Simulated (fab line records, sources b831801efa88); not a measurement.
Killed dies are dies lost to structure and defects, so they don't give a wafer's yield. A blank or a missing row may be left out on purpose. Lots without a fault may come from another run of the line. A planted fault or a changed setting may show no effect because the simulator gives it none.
fab line records | flow sky130
record lots=6 wafers=18 last_day=50
route steps=708 shown SD_P@324 RES_XHIGH@332 PAD_OPEN@708
lots that met no fault: from a run of the same line without faults
start_h: hours from the record's first day to the start of the lot's first wafer shown | wait_h: hours since the lot's step before | " the same as in the row above | L1.1+2: a row that stands for several wafers | - no value, or no start given | * or withheld: withheld | < > ~ a bound
route shown NAME@n: a module of which the file shows steps, and the number in the route of the first | usual: mean/standard deviation of fault-free wafers | same: alike in all rows | chamber/n: place in a boat | sites: the reading at each site | _std_site: their standard deviation | _edge_site: outer sites' mean less inner sites' | radius_mm: how far each site lies from the wafer's centre | mask NAME#n: copy n | behind: the tool/chamber that last shaped the wafer | hold: why the lot was held/for how many hours/how that ended | device: the transistor (n, p or np) that didn't switch | end of line: the same wafers' tests at the end of the route | a step without rows: its recipe alone | killed: dies lost to structure and defects at the first sort, not the wafer's yield | map: a wafer's dies, x killed, . not, _ none there
set.NAME: the setting as run; set.NAME@STEP: as run at that earlier step | model.NAME: the simulator's own value behind a step, which no gauge read
lots at some steps of the route; a table a step, a row a wafer
services: from which hour (start_h, from the record's first day; less than 0 if before it) a tool's chamber was out of use, for how many hours, and why
## steps
# step SKY_SD_P_EXPOSE_04
# recipe mask_id=PSDM na=0.6 source_shape=conventional sigma_outer=0.6 polarization=unpolarized target_cd_nm=380 dose_mj=138
# step SKY_SD_P_PEB_05
# recipe temp_c=withheld time_s=* resist=NOVOLAK
# step SKY_SD_P_DEVELOP_06
# recipe resist=NOVOLAK developer=TMAH develop_time_s=60 dev_temp_c=23
# step SKY_SD_P_CD_MEAS_07
# recipe target_cd_nm=380
# usual cd_nm=380.6/2.3
# columns lot.wafer tool chamber start_h wait_h cd_nm
L429.2 cd_sem-01 - 601.37 0.1 380.0
L429.4 " - " " 380.9
L429.5 " - " " 378.3
L432.1 cd_sem-01 - 618.93 0.1 382.2
L432.5 " - " " 385.1
L432.6 " - " " 381.7
L441.3 cd_sem-01 - 698.94 0.1 382.0
L441.5 " - " " 382.7
L441.6 " - " " 384.0
L442.1 cd_sem-02 - 706.30 0.1 381.3
L442.2 " - " " 383.7
L442.3 " - " " 381.3
L446.2 cd_sem-01 - 740.00 0.1 379.5
L446.3 " - " " 377.8
L446.5 " - " " 380.3
L448.1 cd_sem-01 - 770.81 0.1 378.3
L448.4 " - " " 378.2
L448.6 " - " " 379.5
# step SKY_SD_P_OVL_MEAS_08
# usual SD_P_OVL=-0.3/1.5
# columns lot.wafer tool chamber start_h wait_h SD_P_OVL[nm]
L429.2 overlay-02 - 601.48 0.1 1.7
L429.4 " - " " 1.2
L429.5 " - " " 1.6
L432.1 overlay-02 - 619.05 0.1 -0.4
L432.5 " - " " -3.1
L432.6 " - " " -0.3
L441.3 overlay-02 - 699.03 0.1 0.6
L441.5 " - " " 1.9
L441.6 " - " " 1.3
L442.1 overlay-01 - 706.42 0.1 -0.6
L442.2 " - " " -0.6
L442.3 " - " " -1.2
L446.2 overlay-02 - 740.10 0.1 1.5
L446.3 " - " " 2.2
L446.5 " - " " 2.0
L448.1 overlay-01 - 770.93 0.1 -1.1
L448.4 " - " " -0.5
L448.6 " - " " -1.5
# step SKY_SD_P_IMPLANT_09
# recipe species=BF2 energy_kev=20 dose_cm2=3e+15 tilt_deg=0
# step SKY_SD_P_STRIP_10
# recipe chemistry=O2/N2 power_w=1400 pressure_mtorr=1500 platen_temp_c=withheld o2_flow_sccm=3000 n2_flow_sccm=300 overash_fraction=0.5
# usual drypump_motor_current_A=5.74/0.29 o2_flow_sccm=3001/8.6 oes_product_au=0.618/0.0043 strip_time_to_endpoint_s=17.48/0.047
# columns lot.wafer tool chamber start_h wait_h drypump_motor_current_A o2_flow_sccm oes_product_au rf_hours_counter_h strip_time_to_endpoint_s
L429.2 plasma_asher-03 0 601.66 0.1 6.07 3000 0.620 18 17.49
L429.4 " 0 " " 6.06 2997 0.612 - 17.47
L429.5 " 1 " " 5.69 3024 0.615 - 17.49
L432.1 plasma_asher-03 0 619.23 0.1 6.09 3002 0.627 20 17.46
L432.5 " 1 " " 5.67 2987 0.621 - 17.45
L432.6 " 0 " " 6.07 3016 0.614 - 17.46
L441.3 plasma_asher-03 1 699.24 0.1 5.68 2993 0.622 - 17.43
L441.5 " 0 " " 6.06 2997 0.617 - 17.48
L441.6 " 1 " " 5.72 2998 0.617 - 17.49
L442.1 plasma_asher-02 1 706.61 0.1 5.52 3008 0.615 84 17.50
L442.2 " 0 " " 6.11 3011 0.617 84 17.50
L442.3 " 1 " " 5.50 3029 0.623 - 17.49
L446.2 plasma_asher-02 1 740.28 0.1 5.48 2994 0.612 88 17.48
L446.3 " 0 " " 6.12 3013 0.621 - 17.52
L446.5 " 0 " " 6.11 3009 0.621 - 17.53
L448.1 plasma_asher-03 0 771.12 0.1 6.07 2998 0.622 36 17.50
L448.4 " 1 " " 5.71 3001 0.614 - 17.46
L448.6 " 1 " " 5.70 2994 0.615 - 17.43
# step SKY_SD_P_TW_MEAS_11
# usual SD_P_TW=2865/26
# columns lot.wafer tool chamber start_h wait_h SD_P_TW
L429.2 film_metro-04 - 601.77 0.1 2826
L429.4 " - " " 2825
L429.5 " - " " 2806
L432.1 film_metro-02 - 619.33 0.1 2862
L432.5 " - " " 2856
L432.6 " - " " 2864
L441.3 film_metro-01 - 699.33 0.1 2879
L441.5 " - " " 2868
L441.6 " - " " 2863
L442.1 film_metro-01 - 706.71 0.1 2878
L442.2 " - " " 2876
L442.3 " - " " 2879
L446.2 film_metro-04 - 740.39 0.1 2825
L446.3 " - " " 2831
L446.5 " - " " 2832
L448.1 film_metro-01 - 771.22 0.1 2887
L448.4 " - " " 2909
L448.6 " - " " 2892
# step SKY_RES_XHIGH_DEHYDRATE_00
# recipe temp_c=200 time_s=60
# step SKY_RES_XHIGH_HMDS_01
# recipe prime_time_s=60 prime_temp_c=120
# step SKY_RES_XHIGH_COAT_02
# recipe resist=NOVOLAK spin_rpm=3000 resist_thk_nm=1140
# step SKY_RES_XHIGH_SOFTBAKE_03
# recipe temp_c=90 time_s=60 resist=NOVOLAK
# step SKY_RES_XHIGH_EXPOSE_04
# recipe mask_id=URPM na=0.6 source_shape=conventional sigma_outer=0.6 polarization=unpolarized target_cd_nm=1270 dose_mj=140
# same na=0.6
# columns lot.wafer tool chamber start_h wait_h mask model.RES_XHIGH.overlay_x_nm
L429.2+4+5 iline_stepper-01 0 616.02 - URPM#0 -0.6089
L432.1+5+6 iline_stepper-02 0 633.93 - URPM#0 -2.507
L441.3+5+6 iline_stepper-01 0 712.65 - URPM#0 162.5
L442.1+2+3 iline_stepper-01 0 720.99 - URPM#0 162.6
L446.2+3+5 iline_stepper-02 0 754.31 - URPM#0 -1.272
L448.1+4+6 iline_stepper-02 0 785.73 - URPM#0 -0.4752
# step SKY_RES_XHIGH_PEB_05
# recipe temp_c=withheld time_s=* resist=NOVOLAK
# step SKY_PAD_OPEN_PROBE_99
# usual killed_at_M0_to_M3=42/6.6 killed_at_M4_up=3.1/1.9 killed_at_contacts=24/5.6 killed_at_front_end=15/4.8 killed_at_other=0.3/0.48 killed_dies=84/10 killed_open=47/6.8 killed_short=37/6.8
# same gross_dies=492 killed_at_back_side=0
# columns lot.wafer tool chamber start_h wait_h killed_at_M0_to_M3 killed_at_M4_up killed_at_contacts killed_at_front_end killed_at_other killed_dies killed_open killed_short
L429.2 prober-02 - 1083.05 0.1 50 1 20 8 1 80 51 29
L429.4 prober-02 - 1083.15 0.2 31 1 35 15 0 82 55 27
L429.5 prober-02 - 1083.20 0.2 38 1 26 13 1 79 43 36
L432.1 prober-01 - 1097.63 0.1 31 2 26 16 0 75 36 39
L432.5 prober-01 - 1097.83 0.2 37 5 33 19 0 94 46 48
L432.6 prober-01 - 1097.88 0.2 52 1 25 17 0 95 51 44
L441.3 prober-02 - 1153.58 0.2 47 0 23 11 1 82 44 38
L441.5 prober-02 - 1153.68 0.2 48 2 26 17 0 93 58 35
L441.6 prober-02 - 1153.73 0.2 46 4 28 13 1 92 47 45
L446.2 prober-01 - 1180.78 0.1 44 1 34 16 1 96 58 38
L446.3 prober-01 - 1180.83 0.2 35 4 32 21 1 93 56 37
L446.5 prober-01 - 1180.93 0.2 53 4 31 21 1 110 56 54
L448.1 prober-01 - 1197.77 0.1 36 6 29 6 1 78 51 27
L448.4 prober-01 - 1197.92 0.2 42 5 23 13 0 83 48 35
L448.6 prober-01 - 1198.02 0.2 33 6 33 13 0 85 49 36
# killed by level:class
L429.2 VIA3:geometric_particle:open=12 VIA1:geometric_particle:open=9 CONTACT:geometric_particle:open=9 METAL2:geometric_particle:short=7 VIA2:geometric_particle:open=7 VIA1:geometric_particle:short=5 METAL3:geometric_particle:short=5 LI_CONTACT:geometric_particle:open=4
L429.4 CONTACT:geometric_particle:open=16 VIA1:geometric_particle:open=8 LI_CONTACT:geometric_particle:open=7 VIA3:geometric_particle:open=7 LOCAL_INTERCONNECT:geometric_particle:short=6 FIELD_ISO:geometric_particle:open=5 VIA3:geometric_particle:short=4 POLY_GATE:geometric_particle:open=3
L429.5 VIA1:geometric_particle:open=9 LOCAL_INTERCONNECT:geometric_particle:short=9 LI_CONTACT:geometric_particle:open=8 VIA3:geometric_particle:open=8 CONTACT:geometric_particle:open=6 METAL2:geometric_particle:short=5 POLY_GATE:geometric_particle:short=4 VIA2:geometric_particle:open=4
L432.1 CONTACT:geometric_particle:open=9 POLY_GATE:geometric_particle:short=6 LI_CONTACT:geometric_particle:open=6 METAL1:geometric_particle:short=6 VIA2:geometric_particle:open=6 VIA1:geometric_particle:open=5 LI_CONTACT:geometric_particle:short=4 CONTACT:geometric_particle:short=4
L432.5 CONTACT:geometric_particle:open=11 FIELD_ISO:geometric_particle:short=8 LI_CONTACT:geometric_particle:open=8 VIA1:geometric_particle:open=8 FIELD_ISO:geometric_particle:open=7 CONTACT:geometric_particle:short=6 VIA3:geometric_particle:open=6 LOCAL_INTERCONNECT:geometric_particle:short=5
L432.6 METAL1:geometric_particle:short=12 CONTACT:geometric_particle:open=11 VIA1:geometric_particle:open=10 VIA3:geometric_particle:open=9 FIELD_ISO:geometric_particle:short=6 LI_CONTACT:geometric_particle:open=5 CONTACT:geometric_particle:short=5 VIA1:geometric_particle:short=5
L441.3 CONTACT:geometric_particle:open=9 METAL1:geometric_particle:short=9 VIA1:geometric_particle:open=9 VIA3:geometric_particle:open=7 LOCAL_INTERCONNECT:geometric_particle:short=6 VIA3:geometric_particle:short=6 FIELD_ISO:geometric_particle:short=4 VIA1:geometric_particle:short=4
L441.5 VIA1:geometric_particle:open=17 CONTACT:geometric_particle:open=11 LI_CONTACT:geometric_particle:open=6 METAL2:geometric_particle:short=5 VIA2:geometric_particle:open=5 VIA3:geometric_particle:open=5 FIELD_ISO:geometric_particle:short=4 POLY_GATE:geometric_particle:open=4
L441.6 VIA1:geometric_particle:open=16 CONTACT:geometric_particle:open=11 METAL1:geometric_particle:short=7 VIA2:geometric_particle:open=7 LI_CONTACT:geometric_particle:open=5 LOCAL_INTERCONNECT:geometric_particle:short=5 FIELD_ISO:geometric_particle:short=4 POLY_GATE:geometric_particle:short=4
L446.2 LI_CONTACT:geometric_particle:open=13 CONTACT:geometric_particle:open=10 VIA3:geometric_particle:open=10 VIA2:geometric_particle:open=7 VIA1:geometric_particle:open=7 FIELD_ISO:geometric_particle:open=6 VIA1:geometric_particle:short=6 CONTACT:geometric_particle:short=5
L446.3 LI_CONTACT:geometric_particle:open=12 CONTACT:geometric_particle:open=12 VIA1:geometric_particle:open=7 VIA1:geometric_particle:short=7 POLY_GATE:geometric_particle:open=6 VIA3:geometric_particle:open=6 FIELD_ISO:geometric_particle:open=4 LOCAL_INTERCONNECT:geometric_particle:short=4
L446.5 VIA2:geometric_particle:open=12 VIA3:geometric_particle:open=11 LOCAL_INTERCONNECT:geometric_particle:short=9 LI_CONTACT:geometric_particle:open=7 FIELD_ISO:geometric_particle:short=6 CONTACT:geometric_particle:open=6 VIA1:geometric_particle:short=6 POLY_GATE:geometric_particle:open=5
L448.1 CONTACT:geometric_particle:open=15 VIA2:geometric_particle:open=9 VIA3:geometric_particle:open=7 VIA1:geometric_particle:open=5 VIA1:geometric_particle:short=4 FIELD_ISO:geometric_particle:short=3 LI_CONTACT:geometric_particle:short=3 LI_CONTACT:geometric_particle:open=3
L448.4 CONTACT:geometric_particle:open=10 VIA1:geometric_particle:open=9 VIA2:geometric_particle:open=7 METAL1:geometric_particle:short=6 LI_CONTACT:geometric_particle:open=4 LOCAL_INTERCONNECT:geometric_particle:short=4 CONTACT:geometric_particle:short=4 VIA3:geometric_particle:open=4
L448.6 CONTACT:geometric_particle:open=20 VIA1:geometric_particle:open=7 FIELD_ISO:geometric_particle:short=6 METAL1:geometric_particle:short=6 VIA3:geometric_particle:open=6 LI_CONTACT:geometric_particle:open=4 METAL4:geometric_particle:short=4 LI_CONTACT:geometric_particle:short=3
## services
# columns tool chamber start_h hours kind
plasma_asher-02 - 646.47 9.9 repair
plasma_asher-02 - 661.93 15.6 pm
iline_stepper-02 - 676.04 1.7 pm
iline_stepper-01 - 677.04 25.5 repair
iline_stepper-02 - 713.90 9.7 repair
plasma_asher-03 - 715.15 0.7 repair
iline_stepper-02 - 723.62 4.4 pm
iline_stepper-01 - 732.17 2.1 pm
iline_stepper-01 - 734.25 - consumable_replace:lamp
iline_stepper-02 - 756.70 4.8 repair
iline_stepper-01 - 778.61 1.7 pm
## key
first_sign none at tools or gauges
model_effect step=SKY_RES_XHIGH_EXPOSE_04 value=RES_XHIGH.overlay_x_nm without=-0.1041 struck=162.5
met_at SKY_RES_XHIGH_EXPOSE_04
struck_wafers L441.3,L441.5,L441.6,L442.1,L442.2,L442.3
tester_left_out L441,L442
onset_between 616.02 712.65
fault kind=scanner_matching_overlay tool=iline_stepper-01 chamber=- onset_h=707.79 steps=SKY_RES_XHIGH_EXPOSE_04 offset=162.62
# tester_left_out: of these lots the tester's yield and bins aren't shown, on N5 and GAA mostly nor the transistor test; their killed dies are dies lost to structure and defects alone, not to doping, threshold or leakage, so they don't give the yield
